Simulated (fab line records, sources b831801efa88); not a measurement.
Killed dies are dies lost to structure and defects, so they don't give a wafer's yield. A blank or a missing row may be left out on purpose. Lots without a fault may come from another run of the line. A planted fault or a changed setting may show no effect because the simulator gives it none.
Tool commonality check | flow gf180mcu | 12 lots, 36 wafers sampled

WHY IT WAS OPENED
At GF_POLY_GATE_THK_MEAS_01 the reading POLY_GATE_CVD_00_THK is flagged on 2 of 12 lots. Wafers without a fault read 199.2 nm, standard deviation 1.7.
Rule: a lot is flagged when every wafer of it that has a number lies more than 4 standard deviations from that mean, or none has a number. The other lots count as sound.

lot  | measured     | on            | POLY_GATE_CVD_00_THK (nm), wafer by wafer | flag
L874 | day 8 09:18  | film_metro-04 | 200.0 201.1 201.0                         |
L877 | day 9 12:07  | film_metro-02 | 201.6 200.2 199.3                         |
L878 | day 10 00:40 | film_metro-02 | 197.9 198.5 198.3                         |
L879 | day 10 00:40 | film_metro-01 | 196.3 197.1 196.1                         |
L880 | day 10 14:14 | film_metro-04 | 167.1 168.9 168.4                         | FLAGGED
L881 | day 10 20:22 | film_metro-02 | 172.3 172.4 172.5                         | FLAGGED
L891 | day 13 09:10 | film_metro-02 | 197.0 197.2 198.0                         |
L892 | day 13 12:40 | film_metro-01 | 199.5 200.5 199.3                         |
L894 | day 14 00:56 | film_metro-01 | 199.0 198.2 198.8                         |
L895 | day 14 10:13 | film_metro-01 | 199.3 197.5 196.7                         |
L896 | day 14 16:24 | film_metro-02 | 199.6 198.8 198.3                         |
L897 | day 15 03:24 | film_metro-02 | 198.0 197.1 196.2                         |
The numbers of the flagged lots are 170.3 nm on average: -28.9 nm against the usual, or -17 standard deviations.

WHICH TOOL RAN EACH LOT
The record holds 1 process step before the reading, out of a route of 602 steps. In each cell: the tool, then ch and the chambers that the sampled wafers went through, then the start.
lot  | flag    | GF_POLY_GATE_CVD_00
L874 |         | lpcvd-02 ch 1, day 8 07:57
L877 |         | lpcvd-01 ch 1, day 9 10:47
L878 |         | lpcvd-02 ch 0, day 9 23:20
L879 |         | lpcvd-02 ch 0, day 9 23:20
L880 | FLAGGED | lpcvd-02 ch 1, day 10 12:55
L881 | FLAGGED | lpcvd-02 ch 1, day 10 18:22
L891 |         | lpcvd-02 ch 0, day 13 07:49
L892 |         | lpcvd-02 ch 0, day 13 11:19
L894 |         | lpcvd-01 ch 0, day 13 23:35
L895 |         | lpcvd-01 ch 0, day 14 08:53
L896 |         | lpcvd-02 ch 1, day 14 15:03
L897 |         | lpcvd-02 ch 1, day 15 02:04
What these steps do:
- GF_POLY_GATE_CVD_00: deposits poly-Si, target thk 200 nm, time 1200 s.
- GF_POLY_GATE_THK_MEAS_01

FLAGGED OVER TOTAL, TOOL BY TOOL (the gauges that took the reading come last)
step                     | tool          | lots run | flagged | share of the flagged lots | sound lots run after its first flagged lot
GF_POLY_GATE_CVD_00      | lpcvd-01      | 3        | 0       | none                      | -
GF_POLY_GATE_CVD_00      | lpcvd-02      | 9        | 2       | all                       | 4 (L891,L892,L896,L897)
GF_POLY_GATE_THK_MEAS_01 | film_metro-01 | 4        | 0       | none                      | -
GF_POLY_GATE_THK_MEAS_01 | film_metro-02 | 6        | 1       | some                      | 3 (L891,L896,L897)
GF_POLY_GATE_THK_MEAS_01 | film_metro-04 | 2        | 1       | some                      | 0

WHAT THE TABLE ALLOWS
1 row of the table ran every flagged lot: lpcvd-02 at GF_POLY_GATE_CVD_00.
- lpcvd-02 at GF_POLY_GATE_CVD_00: 2 of its 9 lots flagged. Sound lots ran on it after the first flagged one (L891, L892, L896, L897), which a lasting fault on the whole tool wouldn't allow. Its own readings lie more than 4 standard deviations out on every wafer of the flagged lots: spike_tc_bottom_C, spike_tc_lower_C, spike_tc_top_C, spike_tc_upper_C, susceptor_temp_C.
No row of the table ran every flagged lot and no sound lot after the first.

WHAT THE SIMULATOR HAD PUT IN
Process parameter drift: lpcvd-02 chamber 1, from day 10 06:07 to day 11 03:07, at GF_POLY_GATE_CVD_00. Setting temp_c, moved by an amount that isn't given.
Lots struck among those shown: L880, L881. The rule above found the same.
